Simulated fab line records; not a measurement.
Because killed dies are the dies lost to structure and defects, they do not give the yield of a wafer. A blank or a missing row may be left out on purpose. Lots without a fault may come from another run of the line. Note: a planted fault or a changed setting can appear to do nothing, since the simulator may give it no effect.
A struck lot beside a sound one	flow sfq-line	14 out of 325 route steps
Sound: these wafers, L954.1, L954.4, L954.5. Wafers struck: L947.1, L947.2, L947.3. The cause is named last.
For every step that has rows: the tool of each side, followed by ch and its chambers, followed by its first start. Under that, the readings that differ: sound wafers	struck wafers	difference of the means	sigmas: that difference in standard deviations of wafers without a fault.
alike: a reading whose means differ by less than 2 such deviations, as well as words and numbers matching on both sides. not compared: withheld readings; readings where some wafer has no value; bounds like >300 that might hide an equal value; numbers whose values overlap and for which the record gives no deviation.
The two part at a step that has a row with sigmas, a row that says differs or no value, or rows on one side only. Numbers that have no deviation but don't overlap get no sigmas and don't part them. Lack of a reading on every wafer of one side parts them only where that side has two or more wafers.

first, 6 steps without rows for these wafers: SFQ_TRILAYER_M2_LITHO_COAT_062 (resist thk 62 nm); SFQ_TRILAYER_M2_LITHO_COAT_057 (resist thk 600 nm); SFQ_TRILAYER_M2_LITHO_SOFTBAKE_061; SFQ_TRILAYER_M2_LITHO_EXPOSE_058 (exposes mask M2, target cd 500 nm); SFQ_TRILAYER_M2_LITHO_PEB_060 (peb time 60 s); SFQ_TRILAYER_M2_LITHO_DEVELOP_059 (time 60 s).
SFQ_M2_OVL_MEAS_916:
  sound: overlay-02 at day 37 05:34; struck: overlay-01 at day 34 11:11
  alike: M2_OVL
SFQ_TRILAYER_M2_BARC_OPEN_METAL_ETCH_077: etches BARC in O2, target depth 125 nm, time 41.7 s.
  sound on rie-metal-04 ch 0, day 37 05:35; struck on rie-metal-04 ch 0,1, day 34 11:14
  alike: drypump-motor-current-A, oes-product-au, rf-fwd-power-W
  not compared: rf-hours-counter-h
SFQ_TRILAYER_M2_ETCH_METAL_ETCH_060: etches Nb in Cl2/Ar, stops on SiO2, target depth 240 nm, time 120 s.
  sound on rie-metal-04 ch 0, day 37 05:39; struck on rie-metal-04 ch 0,1, day 34 11:17
reading	sound	struck	difference	sigmas
rf-fwd-power-W (W)	593.8 596.0 595.5	600.5 597.0 600.8	+4.3	+2
  alike: drypump-motor-current-A, oes-product-au
  not compared: rf-hours-counter-h
SFQ_TRILAYER_M2_STRIP_STRIP_061: strips in O2.
  sound on rie-metal-04 ch 0, day 37 05:47; struck on rie-metal-04 ch 0,1, day 34 11:25
  alike: drypump-motor-current-A, oes-product-au
  not compared: rf-hours-counter-h
then, 1 step without rows for these wafers: SFQ_TRILAYER_M2_STRIP_SOLV_CLEAN_062 (cleans in NMP, time 600 s).
SFQ_TRILAYER_I2_DEP_PECVD_063: deposits SiO2 from SiH4/N2O, time 111.11 s, target thk 500 nm.
  sound on pecvd-04 ch 0,1,2, day 37 06:33; struck on pecvd-04 ch 0,1,2, day 34 12:11
reading	sound	struck	difference	sigmas
rf-fwd-power-W (W)	182.6 182.8 183.0	254.9 256.3 255.4	+72.7	+99 or more
showerhead-vpp-V (V)	849 901 811	939 999 1032	+136	+4
model.SiO2_of_TRILAYER_I2_DEP_PECVD_063.thk-nm (nm)	501 504.8 503	542.1 553.4 551.1	+45.9	
  alike: chamber-pressure-Torr, heater-power-w, throttle-valve-pct
  not compared: since-wet-clean-h
SFQ_TRILAYER_I2_CMP_CMP_064: polishes SiO2.
  sound on cmp-01 ch 0,1,2, day 38 21:47; struck on cmp-02 ch 0,1,3, day 35 17:11
reading	sound	struck	difference	sigmas
time-to-endpoint-s (s)	214 209 217	241 260 241	+34	+4
  alike: motor-current-A
SFQ_I2_BOW_MEAS_917:
  sound: film-metro-03 at day 39 00:47; struck: film-metro-04 at day 35 20:11
  alike: I2_BOW

WHERE THEY PART
Last at SFQ_TRILAYER_I2_CMP_CMP_064 as far as this record goes, first at SFQ_TRILAYER_M2_ETCH_METAL_ETCH_060. Later steps at which nothing parts them and some readings are alike: SFQ_I2_BOW_MEAS_917.

WHY: what the simulator had put in
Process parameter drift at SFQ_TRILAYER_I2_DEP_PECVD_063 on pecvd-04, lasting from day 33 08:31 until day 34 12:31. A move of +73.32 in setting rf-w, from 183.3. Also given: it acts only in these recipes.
